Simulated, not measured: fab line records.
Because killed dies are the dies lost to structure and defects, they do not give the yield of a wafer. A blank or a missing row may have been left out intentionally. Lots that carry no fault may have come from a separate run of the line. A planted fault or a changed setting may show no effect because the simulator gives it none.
Matching of chambers ; flow gf180mcu ; GF_V2_CMP_04 on cmp-01 has 4 sister chambers
The step polishes SiO2. 8 wafers are shown with their chamber, then 9 later ones without.

WAFERS WITH THEIR CHAMBER
wafer;chamber;motor-current-A (A);time-to-endpoint-s (s)
L777.1;1;11.2;73
L777.5;0;11.6;79
L779.4;1;11.4;80
L782.1;2;11.6;87
L782.4;0;10.8;96
L783.3;3;10.1;71
L783.5;3;10.2;79
L783.6;2;11.5;90

WAFERS MISSING THEIR CHAMBER
wafer;motor-current-A (A);time-to-endpoint-s (s)
L784.1;11.0;82
L784.3;11.2;76
L784.4;11.7;90
L785.2;11.6;79
L785.3;9.8;80
L785.4;11.4;84
L789.2;11.4;80
L789.5;11.2;87
L789.6;10.6;77

THE CHAMBER EACH PASSED THROUGH
wafer;from the rows above;in truth
L784.1;can't be placed: 0 or 1 or 2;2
L784.3;can't be placed: 1 or 0 or 2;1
L784.4;can't be placed: 2 or 0 or 1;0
L785.2;can't be placed: 1 or 2 or 0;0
L785.3;3;3
L785.4;can't be placed: 2 or 0 or 1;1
L789.2;can't be placed: 1 or 0 or 2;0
L789.5;can't be placed: 0 or 2 or 1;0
L789.6;can't be placed: 3 or 1 or 0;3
1 of 9 placed correctly. Not placeable from these rows: 8 (in 8, the candidates include the true chamber). Number placed wrongly: 0.
How it was worked out, from the rows above alone: a wafer's distance from a chamber is the root of the sum, over the readings, of the square of ((its reading less the chamber's mean) divided by the reading's scatter). If the next closest chamber is less than 2 further off than the closest, the wafer can't be placed; otherwise it belongs to the closest. For every chamber, the mean is computed from those of its wafers that are shown. The scatter: take each reading less its chamber's mean, square it, sum over the shown wafers, divide by the number of wafers less the number of chambers, and take the root.
